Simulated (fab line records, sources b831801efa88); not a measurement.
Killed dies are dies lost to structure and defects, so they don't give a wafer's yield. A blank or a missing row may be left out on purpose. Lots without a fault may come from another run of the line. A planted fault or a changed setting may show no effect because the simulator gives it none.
fab line records | flow sky130
record lots=5 wafers=15 last_day=49
route steps=708 shown VT_ADJUST_LVTN@103 VT_ADJUST_NCORE@119 VT_ADJUST_HVTR@131
lots that met no fault: from a run of the same line without faults
start_h: hours from the record's first day to the start of the lot's first wafer shown | wait_h: hours since the lot's step before | " the same as in the row above | L1.1+2: a row that stands for several wafers | - no value, or no start given | * or withheld: withheld | < > ~ a bound
route shown NAME@n: a module of which the file shows steps, and the number in the route of the first | usual: mean/standard deviation of fault-free wafers | same: alike in all rows | chamber/n: place in a boat | sites: the reading at each site | _std_site: their standard deviation | _edge_site: outer sites' mean less inner sites' | radius_mm: how far each site lies from the wafer's centre | mask NAME#n: copy n | behind: the tool/chamber that last shaped the wafer | hold: why the lot was held/for how many hours/how that ended | device: the transistor (n, p or np) that didn't switch | end of line: the same wafers' tests at the end of the route | a step without rows: its recipe alone | killed: dies lost to structure and defects at the first sort, not the wafer's yield | map: a wafer's dies, x killed, . not, _ none there
set.NAME: the setting as run; set.NAME@STEP: as run at that earlier step | model.NAME: the simulator's own value behind a step, which no gauge read
lots at some steps of the route; a table a step, a row a wafer
services: from which hour (start_h, from the record's first day; less than 0 if before it) a tool's chamber was out of use, for how many hours, and why
## steps
# step SKY_VT_ADJUST_LVTN_DEVELOP_06
# recipe wall_angle_deg=90 developer=TMAH develop_time_s=60 dev_temp_c=23
# columns lot.wafer tool chamber start_h wait_h
L077.1+2+3 litho_track-04 0 - -
L078.1+2+3 litho_track-01 0 - -
L081.1+3+5 litho_track-02 0 - -
L084.2+3+4 litho_track-02 0 - -
L090.1+2+5 litho_track-04 0 - -
# step SKY_VT_ADJUST_LVTN_OVL_MEAS_07
# usual VT_ADJUST_LVTN_OVL=-0.1/1.5
# columns lot.wafer tool chamber start_h wait_h VT_ADJUST_LVTN_OVL[nm]
L077.1 overlay-01 - 157.11 - 0.2
L077.2 " - " " -0.8
L077.3 " - " " 0.7
L078.1 overlay-01 - 168.91 - 0.3
L078.2 " - " " 0.3
L078.3 " - " " 0.5
L081.1 overlay-02 - 193.55 - -1.7
L081.3 " - " " -0.6
L081.5 " - " " 1.2
L084.2 overlay-02 - 210.06 - -3.4
L084.3 " - " " -1.6
L084.4 " - " " -1.0
L090.1 overlay-02 - 249.71 - 1.1
L090.2 " - " " 0.5
L090.5 " - " " 0.8
# step SKY_VT_ADJUST_LVTN_IMPLANT_08
# recipe species=B energy_kev=30 dose_cm2=1.57e+12 tilt_deg=withheld
# usual beam_energy_keV=30.000/0.0091
# same implant_ion_amu=11
# columns lot.wafer tool chamber start_h wait_h beam_energy_keV
L077.1 implanter-04 0 157.14 0.0 29.996
L077.2 " 0 " " 29.992
L077.3 " 0 " " 30.003
L078.1 implanter-02 0 168.95 0.0 29.998
L078.2 " 0 " " 30.011
L078.3 " 0 " " 29.999
L081.1 implanter-04 0 193.59 0.0 30.002
L081.3 " 0 " " 29.998
L081.5 " 0 " " 30.008
L084.2 implanter-04 0 210.11 0.0 30.002
L084.3 " 0 " " 30.014
L084.4 " 0 " " 29.999
L090.1 implanter-01 0 249.74 0.0 30.005
L090.2 " 0 " " 29.987
L090.5 " 0 " " 30.000
# step SKY_VT_ADJUST_LVTN_STRIP_09
# recipe chemistry=O2/N2 power_w=1400 pressure_mtorr=1500 platen_temp_c=withheld o2_flow_sccm=3000 n2_flow_sccm=300 overash_fraction=0.5
# usual drypump_motor_current_A=5.6/0.4 oes_product_au=0.722/0.0041 strip_time_to_endpoint_s=36.89/0.11
# columns lot.wafer tool chamber start_h wait_h drypump_motor_current_A oes_product_au rf_hours_counter_h strip_time_to_endpoint_s
L077.1 plasma_asher-01 0 157.29 0.1 5.2 0.719 46 36.87
L077.2 " 1 " " 5.4 0.715 46 36.89
L077.3 " 1 " " 5.5 0.718 - 36.97
L078.1 plasma_asher-03 1 169.10 0.1 5.4 0.724 48 36.74
L078.2 " 0 " " 6.4 0.721 48 36.65
L078.3 " 0 " " 6.4 0.726 - 36.66
L081.1 plasma_asher-01 1 193.74 0.1 5.4 0.719 50 36.78
L081.3 " 1 " " 5.5 0.721 - 36.75
L081.5 " 0 " " 5.2 0.718 - 36.67
L084.2 plasma_asher-03 0 210.24 0.1 6.4 0.713 52 36.87
L084.3 " 1 " " 5.4 0.721 - 37.11
L084.4 " 0 " " 6.4 0.719 - 37.00
L090.1 plasma_asher-04 1 249.89 0.1 5.8 0.718 13 36.95
L090.2 " 0 " " 5.6 0.724 13 37.06
L090.5 " 1 " " 5.8 0.721 - 36.93
# step SKY_VT_ADJUST_LVTN_TW_MEAS_10
# usual VT_ADJUST_LVTN_TW=242.9/1.7
# columns lot.wafer tool chamber start_h wait_h VT_ADJUST_LVTN_TW
L077.1 film_metro-04 - 157.39 0.1 240.8
L077.2 " - " " 241.7
L077.3 " - " " 243.3
L078.1 film_metro-01 - 169.20 0.1 241.3
L078.2 " - " " 241.6
L078.3 " - " " 241.8
L081.1 film_metro-03 - 193.84 0.1 243.6
L081.3 " - " " 244.0
L081.5 " - " " 244.6
L084.2 film_metro-03 - 210.35 0.1 244.8
L084.3 " - " " 244.6
L084.4 " - " " 245.3
L090.1 film_metro-04 - 249.99 0.1 242.5
L090.2 " - " " 242.7
L090.5 " - " " 242.1
# step SKY_VT_ADJUST_LVTN_DEHYDRATE_11
# recipe temp_c=200 time_s=60
# usual plate_temp_C=200.01/0.16
# same time_s=60
# columns lot.wafer tool chamber start_h wait_h plate_temp_C
L077.1 litho_track-02 0 167.45 10.0 200.13
L077.2 " 0 " " 199.72
L077.3 " 0 " " 200.18
L078.1 litho_track-01 0 178.06 8.9 200.34
L078.2 " 0 " " 200.37
L078.3 " 0 " " 200.20
L081.1 litho_track-01 0 204.11 10.3 199.99
L081.3 " 0 " " 199.95
L081.5 " 0 " " 200.26
L084.2 litho_track-04 0 219.98 9.6 200.12
L084.3 " 0 " " 200.19
L084.4 " 0 " " 200.13
L090.1 litho_track-04 0 261.96 12.0 200.01
L090.2 " 0 " " 199.95
L090.5 " 0 " " 200.05
# step SKY_VT_ADJUST_LVTN_HMDS_12
# recipe prime_time_s=60 prime_temp_c=120
# columns lot.wafer tool chamber start_h wait_h
L077.1+2+3 litho_track-02 0 167.60 0.1
L078.1+2+3 litho_track-01 0 178.21 0.1
L081.1+3+5 litho_track-01 0 204.26 0.1
L084.2+3+4 litho_track-04 0 220.13 0.1
L090.1+2+5 litho_track-04 0 262.11 0.1
# step SKY_VT_ADJUST_LVTN_COAT_13
# recipe resist=NOVOLAK spin_rpm=3000 resist_thk_nm=1140
# columns lot.wafer tool chamber start_h wait_h
L077.1+2+3 litho_track-02 0 167.75 0.1
L078.1+2+3 litho_track-01 0 178.36 0.1
L081.1+3+5 litho_track-01 0 204.41 0.1
L084.2+3+4 litho_track-04 0 220.28 0.1
L090.1+2+5 litho_track-04 0 262.26 0.1
# step SKY_VT_ADJUST_LVTN_SOFTBAKE_14
# recipe temp_c=90 time_s=60 resist=NOVOLAK
# usual plate_temp_C=90.00/0.14
# same time_s=60
# columns lot.wafer tool chamber start_h wait_h plate_temp_C
L077.1 litho_track-02 0 167.90 0.1 89.70
L077.2 " 0 " " 90.03
L077.3 " 0 " " 89.93
L078.1 litho_track-01 0 178.51 0.1 89.90
L078.2 " 0 " " 89.79
L078.3 " 0 " " 89.84
L081.1 litho_track-01 0 204.56 0.1 90.03
L081.3 " 0 " " 89.87
L081.5 " 0 " " 89.81
L084.2 litho_track-04 0 220.43 0.1 90.02
L084.3 " 0 " " 89.81
L084.4 " 0 " " 90.12
L090.1 litho_track-04 0 262.41 0.1 89.84
L090.2 " 0 " " 89.89
L090.5 " 0 " " 89.83
# step SKY_VT_ADJUST_LVTN_EXPOSE_15
# recipe mask_id=HVN_STD_DERIVED na=0.6 source_shape=conventional sigma_outer=0.6 polarization=unpolarized target_cd_nm=600 dose_mj=163
# columns lot.wafer tool chamber start_h wait_h mask
L077.1+2+3 iline_stepper-02 0 - - HVN_STD_DERIVED#0
L078.1+2+3 iline_stepper-02 0 - - HVN_STD_DERIVED#0
L081.1+3+5 iline_stepper-01 0 - - HVN_STD_DERIVED#0
L084.2+3+4 iline_stepper-02 0 - - HVN_STD_DERIVED#0
L090.1+2+5 iline_stepper-01 0 - - HVN_STD_DERIVED#0
# step SKY_VT_ADJUST_LVTN_PEB_16
# recipe temp_c=withheld time_s=* resist=NOVOLAK
# same time_s=*
# columns lot.wafer tool chamber start_h wait_h
L077.1+2+3 litho_track-04 0 - -
L078.1+2+3 litho_track-01 0 - -
L081.1+3+5 litho_track-02 0 - -
L084.2+3+4 litho_track-02 0 - -
L090.1+2+5 litho_track-02 0 - -
# step SKY_VT_ADJUST_LVTN_DEVELOP_17
# recipe resist=NOVOLAK developer=TMAH develop_time_s=60 dev_temp_c=23
# columns lot.wafer tool chamber start_h wait_h
L077.1+2+3 litho_track-04 0 177.16 0.1
L078.1+2+3 litho_track-01 0 189.16 0.1
L081.1+3+5 litho_track-02 0 215.70 0.1
L084.2+3+4 litho_track-02 0 231.68 0.1
L090.1+2+5 litho_track-02 0 274.45 0.1
# step SKY_VT_ADJUST_LVTN_OVL_MEAS_18
# usual VT_ADJUST_LVTN_01_OVL=0.3/1.9
# columns lot.wafer tool chamber start_h wait_h VT_ADJUST_LVTN_01_OVL[nm]
L077.1 overlay-01 - 177.31 0.1 2.4
L077.2 " - " " 2.9
L077.3 " - " " 2.2
L078.1 overlay-02 - 189.31 0.1 1.7
L078.2 " - " " 0.4
L078.3 " - " " 0.0
L081.1 overlay-02 - 215.85 0.1 -3.1
L081.3 " - " " 0.8
L081.5 " - " " -2.7
L084.2 overlay-01 - 231.81 0.1 3.1
L084.3 " - " " 2.2
L084.4 " - " " 2.3
L090.1 overlay-01 - 274.60 0.1 0.0
L090.2 " - " " 0.7
L090.5 " - " " 0.9
# step SKY_VT_ADJUST_LVTN_IMPLANT_19
# recipe species=B energy_kev=30 dose_cm2=6.5e+11 tilt_deg=withheld
# usual beam_energy_keV=30.000/0.011
# same implant_ion_amu=11
# columns lot.wafer tool chamber start_h wait_h beam_energy_keV
L077.1 implanter-02 0 177.34 0.0 30.008
L077.2 " 0 " " 29.986
L077.3 " 0 " " 30.007
L078.1 implanter-01 0 189.35 0.0 30.014
L078.2 " 0 " " 29.999
L078.3 " 0 " " 29.999
L081.1 implanter-02 0 215.89 0.0 29.998
L081.3 " 0 " " 30.011
L081.5 " 0 " " 30.001
L084.2 implanter-02 0 231.86 0.0 30.013
L084.3 " 0 " " 30.019
L084.4 " 0 " " 30.000
L090.1 implanter-02 0 274.64 0.0 30.006
L090.2 " 0 " " 30.015
L090.5 " 0 " " 30.010
# step SKY_VT_ADJUST_LVTN_STRIP_20
# recipe chemistry=O2/N2 power_w=1400 pressure_mtorr=1500 platen_temp_c=withheld o2_flow_sccm=3000 n2_flow_sccm=300 overash_fraction=0.5
# usual drypump_motor_current_A=5.7/0.42 oes_product_au=0.716/0.0047 strip_time_to_endpoint_s=14.20/0.04
# columns lot.wafer tool chamber start_h wait_h drypump_motor_current_A oes_product_au rf_hours_counter_h strip_time_to_endpoint_s
L077.1 plasma_asher-04 0 177.49 0.1 5.6 0.716 6 14.25
L077.2 " 1 " " 5.8 0.724 6 14.23
L077.3 " 1 " " 5.8 0.715 - 14.23
L078.1 plasma_asher-03 1 189.50 0.1 5.4 0.721 50 14.21
L078.2 " 0 " " 6.4 0.717 50 14.15
L078.3 " 0 " " 6.4 0.720 - 14.20
L081.1 plasma_asher-04 0 216.04 0.1 5.6 0.716 9 14.17
L081.3 " 1 " " 5.8 0.712 - 14.16
L081.5 " 1 " " 5.8 0.713 - 14.19
L084.2 plasma_asher-03 1 231.99 0.1 5.4 0.712 54 14.20
L084.3 " 1 " " 5.4 0.720 - 14.21
L084.4 " 0 " " 6.4 0.718 - 14.21
L090.1 plasma_asher-03 0 274.79 0.1 6.4 0.717 58 14.17
L090.2 " 1 " " 5.4 0.715 58 14.16
L090.5 " 1 " " 5.4 0.712 - 14.17
# step SKY_VT_ADJUST_LVTN_TW_MEAS_21
# usual VT_ADJUST_LVTN_2_TW=189.7/1.2
# columns lot.wafer tool chamber start_h wait_h VT_ADJUST_LVTN_2_TW
L077.1 film_metro-04 - 177.59 0.1 188.6
L077.2 " - " " 188.4
L077.3 " - " " 188.6
L078.1 film_metro-01 - 189.60 0.1 187.4
L078.2 " - " " 187.7
L078.3 " - " " 188.4
L081.1 film_metro-03 - 216.14 0.1 190.2
L081.3 " - " " 190.9
L081.5 " - " " 191.0
L084.2 film_metro-03 - 232.10 0.1 190.5
L084.3 " - " " 191.3
L084.4 " - " " 190.4
L090.1 film_metro-04 - 274.89 0.1 187.8
L090.2 " - " " 188.5
L090.5 " - " " 188.8
# step SKY_VT_ADJUST_NCORE_DEHYDRATE_00
# recipe temp_c=200 time_s=60
# usual plate_temp_C=199.99/0.17
# same time_s=60
# columns lot.wafer tool chamber start_h wait_h plate_temp_C
L077.1 litho_track-03 0 187.77 10.2 200.11
L077.2 " 0 " " 200.23
L077.3 " 0 " " 200.35
L078.1 litho_track-03 0 199.47 9.9 199.94
L078.2 " 0 " " 199.88
L078.3 " 0 " " 199.75
L081.1 litho_track-03 0 226.07 9.9 199.91
L081.3 " 0 " " 200.20
L081.5 " 0 " " 200.08
L084.2 litho_track-02 0 242.88 10.8 200.22
L084.3 " 0 " " 200.40
L084.4 " 0 " " 200.12
L090.1 litho_track-03 0 287.07 12.2 199.95
L090.2 " 0 " " 200.16
L090.5 " 0 " " 200.14
# step SKY_VT_ADJUST_NCORE_HMDS_01
# recipe prime_time_s=60 prime_temp_c=120
# columns lot.wafer tool chamber start_h wait_h
L077.1+2+3 litho_track-03 0 187.92 0.1
L078.1+2+3 litho_track-03 0 199.62 0.1
L081.1+3+5 litho_track-03 0 226.22 0.1
L084.2+3+4 litho_track-02 0 243.03 0.1
L090.1+2+5 litho_track-03 0 287.22 0.1
# step SKY_VT_ADJUST_NCORE_COAT_02
# recipe resist=NOVOLAK spin_rpm=3000 resist_thk_nm=1140
# columns lot.wafer tool chamber start_h wait_h
L077.1+2+3 litho_track-03 0 188.07 0.1
L078.1+2+3 litho_track-03 0 199.77 0.1
L081.1+3+5 litho_track-03 0 226.37 0.1
L084.2+3+4 litho_track-02 0 243.18 0.1
L090.1+2+5 litho_track-03 0 287.37 0.1
# step SKY_VT_ADJUST_NCORE_SOFTBAKE_03
# recipe temp_c=90 time_s=60 resist=NOVOLAK
# usual plate_temp_C=89.98/0.11
# same time_s=60
# columns lot.wafer tool chamber start_h wait_h plate_temp_C
L077.1 litho_track-03 0 188.22 0.1 89.87
L077.2 " 0 " " 89.99
L077.3 " 0 " " 89.86
L078.1 litho_track-03 0 199.92 0.1 89.79
L078.2 " 0 " " 89.96
L078.3 " 0 " " 90.01
L081.1 litho_track-03 0 226.52 0.1 90.06
L081.3 " 0 " " 89.94
L081.5 " 0 " " 90.07
L084.2 litho_track-02 0 243.33 0.1 89.97
L084.3 " 0 " " 90.01
L084.4 " 0 " " 89.96
L090.1 litho_track-03 0 287.52 0.1 89.98
L090.2 " 0 " " 89.97
L090.5 " 0 " " 89.98
# step SKY_VT_ADJUST_NCORE_EXPOSE_04
# recipe mask_id=LVTN_COMPLEMENT_THIN na=0.6 source_shape=conventional sigma_outer=0.6 polarization=unpolarized target_cd_nm=380 dose_mj=139
# columns lot.wafer tool chamber start_h wait_h mask
L077.1+2+3 iline_stepper-02 0 - - LVTN_COMPLEMENT_THIN#0
L078.1+2+3 iline_stepper-02 0 - - LVTN_COMPLEMENT_THIN#0
L081.1+3+5 iline_stepper-02 0 - - LVTN_COMPLEMENT_THIN#0
L084.2+3+4 iline_stepper-02 0 - - LVTN_COMPLEMENT_THIN#0
L090.1+2+5 iline_stepper-02 0 - - LVTN_COMPLEMENT_THIN#0
# step SKY_VT_ADJUST_NCORE_PEB_05
# recipe temp_c=withheld time_s=* resist=NOVOLAK
# same time_s=*
# columns lot.wafer tool chamber start_h wait_h
L077.1+2+3 litho_track-01 0 - -
L078.1+2+3 litho_track-01 0 - -
L081.1+3+5 litho_track-02 0 - -
L084.2+3+4 litho_track-01 0 - -
L090.1+2+5 litho_track-01 0 - -
# step SKY_VT_ADJUST_NCORE_DEVELOP_06
# recipe resist=NOVOLAK developer=TMAH develop_time_s=60 dev_temp_c=23
# columns lot.wafer tool chamber start_h wait_h
L077.1+2+3 litho_track-01 0 198.41 0.1
L078.1+2+3 litho_track-01 0 211.21 0.1
L081.1+3+5 litho_track-02 0 238.40 0.1
L084.2+3+4 litho_track-01 0 255.54 0.1
L090.1+2+5 litho_track-01 0 299.66 0.1
# step SKY_VT_ADJUST_NCORE_CD_MEAS_07
# recipe target_cd_nm=380
# usual cd_nm=379.8/2.3
# columns lot.wafer tool chamber start_h wait_h cd_nm
L077.1 cd_sem-01 - 198.56 0.1 379.0
L077.2 " - " " 377.4
L077.3 " - " " 379.8
L078.1 cd_sem-02 - 211.36 0.1 381.7
L078.2 " - " " 382.0
L078.3 " - " " 380.3
L081.1 cd_sem-01 - 238.55 0.1 381.2
L081.3 " - " " 381.4
L081.5 " - " " 382.6
L084.2 cd_sem-02 - 255.68 0.1 381.7
L084.3 " - " " 383.4
L084.4 " - " " 381.4
L090.1 cd_sem-02 - 299.81 0.1 381.8
L090.2 " - " " 380.1
L090.5 " - " " 380.3
# step SKY_VT_ADJUST_NCORE_OVL_MEAS_08
# usual VT_ADJUST_NCORE_OVL=0.3/1.4
# columns lot.wafer tool chamber start_h wait_h VT_ADJUST_NCORE_OVL[nm]
L077.1 overlay-02 - 198.68 0.1 0.2
L077.2 " - " " -0.9
L077.3 " - " " 0.3
L078.1 overlay-01 - 211.48 0.1 0.2
L078.2 " - " " -0.3
L078.3 " - " " 0.5
L081.1 overlay-02 - 238.67 0.1 -0.3
L081.3 " - " " 0.0
L081.5 " - " " 0.1
L084.2 overlay-02 - 255.79 0.1 -2.4
L084.3 " - " " 1.0
L084.4 " - " " -0.5
L090.1 overlay-02 - 299.93 0.1 -2.4
L090.2 " - " " -0.7
L090.5 " - " " -0.2
# step SKY_VT_ADJUST_NCORE_IMPLANT_09
# recipe species=B energy_kev=10 dose_cm2=2.4e+12 tilt_deg=withheld
# usual beam_energy_keV=10.000/0.0031
# same implant_ion_amu=11
# columns lot.wafer tool chamber start_h wait_h beam_energy_keV
L077.1 implanter-02 0 198.72 0.0 9.999
L077.2 " 0 " " 9.998
L077.3 " 0 " " 9.998
L078.1 implanter-04 0 211.52 0.0 10.000
L078.2 " 0 " " 10.001
L078.3 " 0 " " 10.003
L081.1 implanter-02 0 238.71 0.0 10.003
L081.3 " 0 " " 9.994
L081.5 " 0 " " 9.995
L084.2 implanter-03 0 255.84 0.0 10.002
L084.3 " 0 " " 9.996
L084.4 " 0 " " 10.003
L090.1 implanter-02 0 299.97 0.0 10.001
L090.2 " 0 " " 10.002
L090.5 " 0 " " 9.995
# step SKY_VT_ADJUST_NCORE_STRIP_10
# recipe chemistry=O2/N2 power_w=1400 pressure_mtorr=1500 platen_temp_c=withheld o2_flow_sccm=3000 n2_flow_sccm=300 overash_fraction=0.5
# usual drypump_motor_current_A=5.7/0.5 oes_product_au=0.715/0.0048 strip_time_to_endpoint_s=14.20/0.044
# columns lot.wafer tool chamber start_h wait_h drypump_motor_current_A oes_product_au rf_hours_counter_h strip_time_to_endpoint_s
L077.1 plasma_asher-03 1 198.87 0.1 5.4 0.709 51 14.19
L077.2 " 0 " " 6.4 0.715 51 14.22
L077.3 " 1 " " 5.4 0.715 - 14.21
L078.1 plasma_asher-04 1 211.67 0.1 5.8 0.721 9 14.21
L078.2 " 0 " " 5.6 0.719 9 14.20
L078.3 " 1 " " 5.8 0.710 - 14.18
L081.1 plasma_asher-03 0 238.86 0.1 6.4 0.716 55 14.16
L081.3 " 0 " " 6.4 0.707 - 14.11
L081.5 " 0 " " 6.5 0.705 - 14.14
L084.2 plasma_asher-03 1 255.97 0.1 5.4 0.720 56 14.21
L084.3 " 0 " " 6.4 0.723 - 14.24
L084.4 " 1 " " 5.4 0.721 - 14.21
L090.1 plasma_asher-03 0 300.12 0.1 6.4 0.721 61 14.24
L090.2 " 1 " " 5.4 0.709 61 14.26
L090.5 " 0 " " 6.4 0.708 - 14.28
# step SKY_VT_ADJUST_NCORE_TW_MEAS_11
# usual VT_ADJUST_NCORE_TW=220.3/1.4
# columns lot.wafer tool chamber start_h wait_h VT_ADJUST_NCORE_TW
L077.1 film_metro-02 - 198.97 0.1 221.8
L077.2 " - " " 220.5
L077.3 " - " " 223.0
L078.1 film_metro-04 - 211.77 0.1 221.0
L078.2 " - " " 220.5
L078.3 " - " " 221.2
L081.1 film_metro-04 - 238.96 0.1 222.2
L081.3 " - " " 220.6
L081.5 " - " " 220.8
L084.2 film_metro-01 - 256.08 0.1 217.9
L084.3 " - " " 219.8
L084.4 " - " " 218.2
L090.1 film_metro-04 - 300.22 0.1 222.0
L090.2 " - " " 220.9
L090.5 " - " " 221.3
# step SKY_VT_ADJUST_HVTR_DEHYDRATE_00
# recipe temp_c=200 time_s=60
# usual plate_temp_C=200.05/0.14
# same time_s=60
# columns lot.wafer tool chamber start_h wait_h plate_temp_C
L077.1 litho_track-04 0 210.11 11.1 199.99
L077.2 " 0 " " 199.86
L077.3 " 0 " " 200.01
L078.1 litho_track-03 0 220.92 9.1 200.01
L078.2 " 0 " " 199.99
L078.3 " 0 " " 199.84
L081.1 litho_track-04 0 250.01 11.0 199.96
L081.3 " 0 " " 200.05
L081.5 " 0 " " 199.85
L084.2 litho_track-04 0 266.98 10.9 200.06
L084.3 " 0 " " 199.84
L084.4 " 0 " " 200.08
L090.1 litho_track-04 0 312.86 12.6 199.93
L090.2 " 0 " " 200.13
L090.5 " 0 " " 200.06
# step SKY_VT_ADJUST_HVTR_HMDS_01
# recipe prime_time_s=60 prime_temp_c=120
# columns lot.wafer tool chamber start_h wait_h
L077.1+2+3 litho_track-04 0 210.26 0.1
L078.1+2+3 litho_track-03 0 221.07 0.1
L081.1+3+5 litho_track-04 0 250.16 0.1
L084.2+3+4 litho_track-04 0 267.13 0.1
L090.1+2+5 litho_track-04 0 313.01 0.1
# step SKY_VT_ADJUST_HVTR_COAT_02
# recipe resist=NOVOLAK spin_rpm=3000 resist_thk_nm=1140
# columns lot.wafer tool chamber start_h wait_h
L077.1+2+3 litho_track-04 0 210.41 0.1
L078.1+2+3 litho_track-03 0 221.22 0.1
L081.1+3+5 litho_track-04 0 250.31 0.1
L084.2+3+4 litho_track-04 0 267.28 0.1
L090.1+2+5 litho_track-04 0 313.16 0.1
# step SKY_VT_ADJUST_HVTR_SOFTBAKE_03
# recipe temp_c=90 time_s=60 resist=NOVOLAK
# usual plate_temp_C=90.02/0.12
# same time_s=60
# columns lot.wafer tool chamber start_h wait_h plate_temp_C
L077.1 litho_track-04 0 210.56 0.1 90.13
L077.2 " 0 " " 90.13
L077.3 " 0 " " 90.18
L078.1 litho_track-03 0 221.37 0.1 89.81
L078.2 " 0 " " 89.91
L078.3 " 0 " " 89.96
L081.1 litho_track-04 0 250.46 0.1 90.09
L081.3 " 0 " " 89.89
L081.5 " 0 " " 90.00
L084.2 litho_track-04 0 267.43 0.1 90.08
L084.3 " 0 " " 90.08
L084.4 " 0 " " 89.90
L090.1 litho_track-04 0 313.31 0.1 89.83
L090.2 " 0 " " 89.85
L090.5 " 0 " " 89.98
# step SKY_VT_ADJUST_HVTR_EXPOSE_04
# recipe mask_id=HVTRM target_cd_nm=380 na=0.6 source_shape=conventional sigma_outer=0.6 dose_mj=150
# columns lot.wafer tool chamber start_h wait_h mask
L077.1+2+3 iline_stepper-02 0 - - HVTRM#0
L078.1+2+3 iline_stepper-02 0 - - HVTRM#0
L081.1+3+5 iline_stepper-01 0 - - HVTRM#0
L084.2+3+4 iline_stepper-01 0 - - HVTRM#0
L090.1+2+5 iline_stepper-02 0 - - HVTRM#0
# step SKY_VT_ADJUST_HVTR_PEB_05
# recipe temp_c=withheld time_s=* resist=NOVOLAK
# same time_s=*
# columns lot.wafer tool chamber start_h wait_h
L077.1+2+3 litho_track-01 0 - -
L078.1+2+3 litho_track-03 0 - -
L081.1+3+5 litho_track-03 0 - -
L084.2+3+4 litho_track-04 0 - -
L090.1+2+5 litho_track-01 0 - -
# step SKY_VT_ADJUST_HVTR_DEVELOP_06
# recipe develop_time_s=60 dev_temp_c=23
# columns lot.wafer tool chamber start_h wait_h
L077.1+2+3 litho_track-01 0 220.66 0.1
L078.1+2+3 litho_track-03 0 232.67 0.1
L081.1+3+5 litho_track-03 0 262.62 0.1
L084.2+3+4 litho_track-04 0 280.18 0.1
L090.1+2+5 litho_track-01 0 326.46 0.1
# step SKY_VT_ADJUST_HVTR_CD_MEAS_07
# recipe target_cd_nm=380
# usual cd_nm=379.2/2.2
# columns lot.wafer tool chamber start_h wait_h cd_nm
L077.1 cd_sem-02 - 220.81 0.1 382.8
L077.2 " - " " 383.2
L077.3 " - " " 381.6
L078.1 cd_sem-02 - 232.82 0.1 374.8
L078.2 " - " " 373.9
L078.3 " - " " 373.7
L081.1 cd_sem-02 - 262.77 0.1 377.2
L081.3 " - " " 378.4
L081.5 " - " " 377.4
L084.2 cd_sem-02 - 280.33 0.1 376.9
L084.3 " - " " 377.8
L084.4 " - " " 376.8
L090.1 cd_sem-02 - 326.61 0.1 382.6
L090.2 " - " " 381.5
L090.5 " - " " 381.6
# step SKY_VT_ADJUST_HVTR_OVL_MEAS_08
# usual VT_ADJUST_HVTR_OVL=0.5/1.4
# columns lot.wafer tool chamber start_h wait_h VT_ADJUST_HVTR_OVL[nm]
L077.1 overlay-02 - 220.93 0.1 1.5
L077.2 " - " " -0.7
L077.3 " - " " 0.0
L078.1 overlay-02 - 232.94 0.1 -0.7
L078.2 " - " " -1.8
L078.3 " - " " -0.6
L081.1 overlay-02 - 262.89 0.1 0.5
L081.3 " - " " 1.3
L081.5 " - " " 0.3
L084.2 overlay-02 - 280.43 0.1 -2.2
L084.3 " - " " -1.7
L084.4 " - " " -2.9
L090.1 overlay-01 - 326.73 0.1 0.1
L090.2 " - " " -0.4
L090.5 " - " " 1.1
# step SKY_VT_ADJUST_HVTR_IMPLANT_09
# recipe species=B energy_kev=10 dose_cm2=2.1e+12 tilt_deg=withheld
# usual beam_energy_keV=10.000/0.0031
# same implant_ion_amu=11
# columns lot.wafer tool chamber start_h wait_h beam_energy_keV
L077.1 implanter-01 0 220.97 0.0 10.002
L077.2 " 0 " " 9.996
L077.3 " 0 " " 10.005
L078.1 implanter-01 0 232.98 0.0 9.996
L078.2 " 0 " " 10.003
L078.3 " 0 " " 9.998
L081.1 implanter-01 0 262.93 0.0 9.996
L081.3 " 0 " " 9.997
L081.5 " 0 " " 9.996
L084.2 implanter-02 0 280.49 0.0 10.002
L084.3 " 0 " " 9.998
L084.4 " 0 " " 10.003
L090.1 implanter-03 0 326.77 0.0 9.996
L090.2 " 0 " " 10.002
L090.5 " 0 " " 10.003
# step SKY_VT_ADJUST_HVTR_STRIP_10
# recipe chemistry=O2/N2 power_w=1400 pressure_mtorr=1500 platen_temp_c=withheld o2_flow_sccm=3000 n2_flow_sccm=300 overash_fraction=0.5
# usual drypump_motor_current_A=5.4/0.3 oes_product_au=0.715/0.0042 strip_time_to_endpoint_s=14.19/0.045
# columns lot.wafer tool chamber start_h wait_h drypump_motor_current_A oes_product_au rf_hours_counter_h strip_time_to_endpoint_s
L077.1 plasma_asher-01 0 221.12 0.1 5.2 0.719 53 14.14
L077.2 " 1 " " 5.5 0.717 53 14.20
L077.3 " 1 " " 5.5 0.708 - 14.15
L078.1 plasma_asher-02 1 233.13 0.1 5.6 0.708 44 14.29
L078.2 " 0 " " 4.9 0.714 44 14.24
L078.3 " 1 " " 5.6 0.720 - 14.25
L081.1 plasma_asher-04 1 263.08 0.1 5.8 0.712 14 14.28
L081.3 " 0 " " 5.6 0.708 - 14.23
L081.5 " 0 " " 5.6 0.718 - 14.26
L084.2 plasma_asher-01 1 280.61 0.1 5.4 0.718 58 14.10
L084.3 " 0 " " 5.2 0.719 - 14.13
L084.4 " 1 " " 5.4 0.714 - 14.14
L090.1 plasma_asher-01 1 326.92 0.1 5.4 0.720 63 14.14
L090.2 " 0 " " 5.2 0.718 63 14.17
L090.5 " 0 " " 5.2 0.720 - 14.17
# step SKY_VT_ADJUST_HVTR_TW_MEAS_11
# usual VT_ADJUST_HVTR_TW=213.3/1.2
# columns lot.wafer tool chamber start_h wait_h VT_ADJUST_HVTR_TW
L077.1 film_metro-02 - 221.22 0.1 212.6
L077.2 " - " " 212.9
L077.3 " - " " 211.7
L078.1 film_metro-03 - 233.23 0.1 214.2
L078.2 " - " " 214.7
L078.3 " - " " 213.6
L081.1 film_metro-03 - 263.18 0.1 214.7
L081.3 " - " " 215.7
L081.5 " - " " 213.4
L084.2 film_metro-02 - 280.72 0.1 213.6
L084.3 " - " " 214.0
L084.4 " - " " 212.9
L090.1 film_metro-02 - 327.02 0.1 213.6
L090.2 " - " " 212.5
L090.5 " - " " 211.9
## services
# columns tool chamber start_h hours kind
plasma_asher-01 - 135.99 4.5 repair
iline_stepper-01 0 139.57 - calibration
iline_stepper-02 - 139.89 2.1 pm
iline_stepper-02 - 141.97 - consumable_replace:lamp
iline_stepper-02 - 144.69 3.6 repair
implanter-04 - 158.73 2.4 pm
implanter-03 - 163.02 3.8 repair
litho_track-03 - 168.48 - consumable_replace:filter
implanter-01 - 171.73 2.9 repair
implanter-04 - 172.45 6.1 repair
iline_stepper-01 - 174.08 9.9 repair
implanter-01 - 179.78 0.6 repair
implanter-01 - 202.82 2.0 pm
implanter-03 - 204.92 1.0 repair
iline_stepper-02 - 239.00 1.7 pm
iline_stepper-01 - 243.43 2.1 pm
plasma_asher-02 - 256.33 1.9 repair
implanter-02 - 261.62 4.6 pm
iline_stepper-02 0 277.13 - calibration
iline_stepper-01 - 287.03 11.3 repair
implanter-01 - 294.89 3.4 pm
implanter-02 - 296.90 1.8 repair
plasma_asher-02 - 318.52 7.1 repair
iline_stepper-01 - 325.16 1.7 pm
## key
fault none
